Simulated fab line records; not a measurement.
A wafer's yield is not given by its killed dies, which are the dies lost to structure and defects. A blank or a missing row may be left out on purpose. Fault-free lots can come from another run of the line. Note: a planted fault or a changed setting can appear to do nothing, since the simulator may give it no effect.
Problem report, 8D (eight disciplines) form, completed by code + flow gf180mcu + the parts of the form that need people (team, actions taken, sign-off) are left out

== 1. WHAT IS WRONG ==
At GF_M5_PEB_05, heater power total W averages 89.00 W over 4 wafers from 3 lots, while fault-free wafers read 85.71 W, standard deviation 0.079. Relative to the usual mean, that is a shift of +42 standard deviations.
The step: peb time 90 s.
Earliest sighting: wafer L453.6 on litho track-03 at day 28 10:55. The record has a number at this step for 37 wafers belonging to 13 lots. Rule for "out" (also "out of limits"): further than 4 standard deviations from the usual mean. All remaining wafers that have a number are taken as sound.

== 2. WHAT IT IS; WHAT IT IS NOT ==
| question                    | is                             | is not                                                                                                              |
|-----------------------------|--------------------------------|---------------------------------------------------------------------------------------------------------------------|
| which readings at this step | heater power total W           | -                                                                                                                   |
| which lots                  | L453, L455, L456               | L446, L449, L461, L462, L463, L464, L465, L466, L468, L469                                                          |
| which wafers of those lots  | L453.6, L455.2, L455.6, L456.2 | L453.3, L453.5, L456.1                                                                                              |
| read on which tools         | litho track-03                 | litho track-01, litho track-02                                                                                      |
| when                        | from day 28 10:55              | up to then (8 sound wafers); but 25 sound wafers of L456, L461, L462, L463, L464, L465, L466, L468, L469 came after |

== 3. WHAT RULES OUT EACH SUSPECT ==
Counting: a tool at a process step up to the reading stays a suspect if it ran every lot that is out. Sound lots after the first of them don't rule it out here, since some wafers of a struck lot are sound.
- litho track-03 at GF_M5_PEB_05 (peb time 90 s): kept. It ran every lot that is out, first L453 (day 28 10:55). Its own readings are out on those wafers: heater power total W.
Left after counting: litho track-03 at GF_M5_PEB_05.

== 4. THE CAUSE (what the simulator had put in) ==
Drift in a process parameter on litho track-03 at GF_M5_PEB_05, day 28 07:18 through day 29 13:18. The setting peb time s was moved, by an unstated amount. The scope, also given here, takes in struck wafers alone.
The count eliminated every tool but this one.

== 5. SEQUENCE OF EFFECTS, ordered by route ==
One row per reading whose mean, taken over the struck wafers that have a number, lies over 3 standard deviations from the usual. Only readings whose record carries a usual standard deviation are examined. hours: median over the lots of the time between each lot's start at the first step of this table that gives one and its start at this step. sigmas: the change, counted in usual standard deviations.
| hours | step         | reading              | usual   | on struck wafers | change | sigmas |
|-------|--------------|----------------------|---------|------------------|--------|--------|
| 0     | GF_M5_PEB_05 | heater power total W | 85.71 W | 89.00            | +3.29  | +42    |
The process steps in it:
- GF_M5_PEB_05: peb time 90 s.
Readings that are blank on the struck wafers while sound wafers have them: plate temp C at GF_M5_PEB_05.
Later steps that measure or inspect, where all struck wafers having a row at the step show a number for every such reading and not one has moved that far: GF_M5_CD_MEAS_07, GF_V5_THK_MEAS_03.

== 6. WHAT WOULD HAVE CAUGHT IT SOONER ==
First out-of-limits reading in this record: day 28 10:55, which is 4 hours after fault onset at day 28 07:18.
